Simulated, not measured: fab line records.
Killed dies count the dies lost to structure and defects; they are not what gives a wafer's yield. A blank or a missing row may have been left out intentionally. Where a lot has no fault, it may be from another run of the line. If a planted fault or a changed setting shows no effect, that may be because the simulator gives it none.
Struck lot and sound lot, side by side ; flow sky130 ; 23 out of 708 route steps
Sound: wafers L676.2, L676.3, L676.6. Wafers struck: L693.3, L693.4, L693.5. Last of all comes the cause.
At each step with rows: each side's tool, then ch and its chambers, then its first start. Under that, the readings that differ: sound wafers ; struck wafers ; difference of the means ; sigmas: that difference in standard deviations of wafers without a fault.
alike: readings whose means differ by less than 2 such deviations, and words and numbers that are the same on both sides. not compared: withheld readings, readings that some wafer has no value for, bounds like >300 that may hide the same value, and numbers for which the record gives no deviation and whose values overlap.
Wherever a step has rows on one side only, a row that says differs or no value, or a row with sigmas, the two part there. Numbers that have no deviation but don't overlap get no sigmas and don't part them. A reading missing from all wafers of one side parts the sides only when that side holds two or more wafers.

first, 5 steps without rows for these wafers: SKY_VT_ADJUST_NCORE_COAT_02 (resist thk 1140 nm); SKY_VT_ADJUST_NCORE_SOFTBAKE_03 (time 60 s); SKY_VT_ADJUST_NCORE_EXPOSE_04 (exposes mask LVTN COMPLEMENT THIN, target cd 380 nm); SKY_VT_ADJUST_NCORE_PEB_05; SKY_VT_ADJUST_NCORE_DEVELOP_06 (develop time 60 s).
SKY_VT_ADJUST_NCORE_CD_MEAS_07 targets a cd of 380 nm.
  struck on cdSem-01, day 14 15:56; sound on cdSem-01, day 9 05:37
  alike: cdNm
SKY_VT_ADJUST_NCORE_OVL_MEAS_08:
  struck on overlay-02, day 14 16:01; sound on overlay-02, day 9 05:43
  alike: VT_ADJUST_NCORE_OVL
following that, these wafers have no rows for 1 step: SKY_VT_ADJUST_NCORE_IMPLANT_09.
SKY_VT_ADJUST_NCORE_STRIP_10: strips in O2/N2.
  sound on plasmaAsher-01 ch 0, day 9 05:53; struck on plasmaAsher-02 ch 0,1, day 14 16:13
  alike: chamberPressureMTorr, drypumpMotorCurrentA, oesProductAu, stripTimeToEndpointS
  not compared: rfHoursCounterH
SKY_VT_ADJUST_NCORE_TW_MEAS_11:
  struck on filmMetro-01, day 14 16:19; sound on filmMetro-02, day 9 06:00
  alike: VT_ADJUST_NCORE_TW
then, 2 steps without rows for these wafers: SKY_VT_ADJUST_HVTR_DEHYDRATE_00 (time 60 s); SKY_VT_ADJUST_HVTR_HMDS_01 (prime time 60 s).
SKY_VT_ADJUST_HVTR_COAT_02: resist thk 1140 nm.
  sound on lithoTrack-03 ch 0, day 9 15:47; struck on lithoTrack-01 ch 0, day 15 05:56
reading;sound;struck;difference;sigmas
spinSpeedRpm (rpm);2998.1 2998.0 2995.9;4101.2 4103.3 4105.7;+1106.1;+99 or more
model.NOVOLAK_of_VT_ADJUST_HVTR_COAT_02.thkNm (nm);1133 1136 1134;981.4 980.9 980.4;-153.4;
then, 3 steps without rows for these wafers: SKY_VT_ADJUST_HVTR_SOFTBAKE_03 (time 60 s); SKY_VT_ADJUST_HVTR_EXPOSE_04 (exposes mask HVTRM, target cd 380 nm); SKY_VT_ADJUST_HVTR_PEB_05.
SKY_VT_ADJUST_HVTR_DEVELOP_06: develop time 60 s.
  sound on lithoTrack-02 ch 0, day 10 02:42; struck on lithoTrack-02 ch 0, day 15 19:46
reading;sound;struck;difference;sigmas
model.NOVOLAK_of_VT_ADJUST_HVTR_COAT_02.thkNm (nm);1133 1136 1134;981 980.5 980;-154;
SKY_VT_ADJUST_HVTR_CD_MEAS_07 targets a cd of 380 nm.
  struck on cdSem-02, day 15 20:12; sound on cdSem-01, day 10 02:50
reading;sound;struck;difference;sigmas
cdNm (nm);379.1 379.5 380.4;398.1 396.0 397.1;+17.4;+7
  not compared: hold
SKY_VT_ADJUST_HVTR_OVL_MEAS_08:
  struck on overlay-01, day 16 00:46; sound on overlay-02, day 10 02:57
reading;sound;struck;difference;sigmas
hold;- - -;awaitDispo/4.5h/release awaitDispo/4.5h/release awaitDispo/4.5h/release;no value on the sound wafers;
  alike: VT_ADJUST_HVTR_OVL
following that, these wafers have no rows for 1 step: SKY_VT_ADJUST_HVTR_IMPLANT_09.
SKY_VT_ADJUST_HVTR_STRIP_10: strips in O2/N2.
  sound on plasmaAsher-03 ch 1, day 10 03:08; struck on plasmaAsher-01 ch 0,1, day 16 00:58
reading;sound;struck;difference;sigmas
stripTimeToEndpointS (s);14.09 14.13 14.12;12.43 12.40 12.41;-1.70;-46
  alike: chamberPressureMTorr, drypumpMotorCurrentA, oesProductAu
  not compared: rfHoursCounterH
SKY_VT_ADJUST_HVTR_TW_MEAS_11:
  struck on filmMetro-04, day 16 01:04; sound on filmMetro-03, day 10 03:14
  alike: VT_ADJUST_HVTR_TW
SKY_PAD_OPEN_PROBE_99:
  the record holds rows for the sound wafers here (prober-01, day 46 17:57) but none for the struck ones

== WHERE THEY PART ==
Last at SKY_PAD_OPEN_PROBE_99 as far as this record goes, first at SKY_VT_ADJUST_HVTR_COAT_02.

WHY: the cause the simulator had injected
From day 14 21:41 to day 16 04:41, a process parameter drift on lithoTrack-01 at SKY_VT_ADJUST_HVTR_COAT_02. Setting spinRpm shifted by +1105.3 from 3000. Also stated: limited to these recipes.
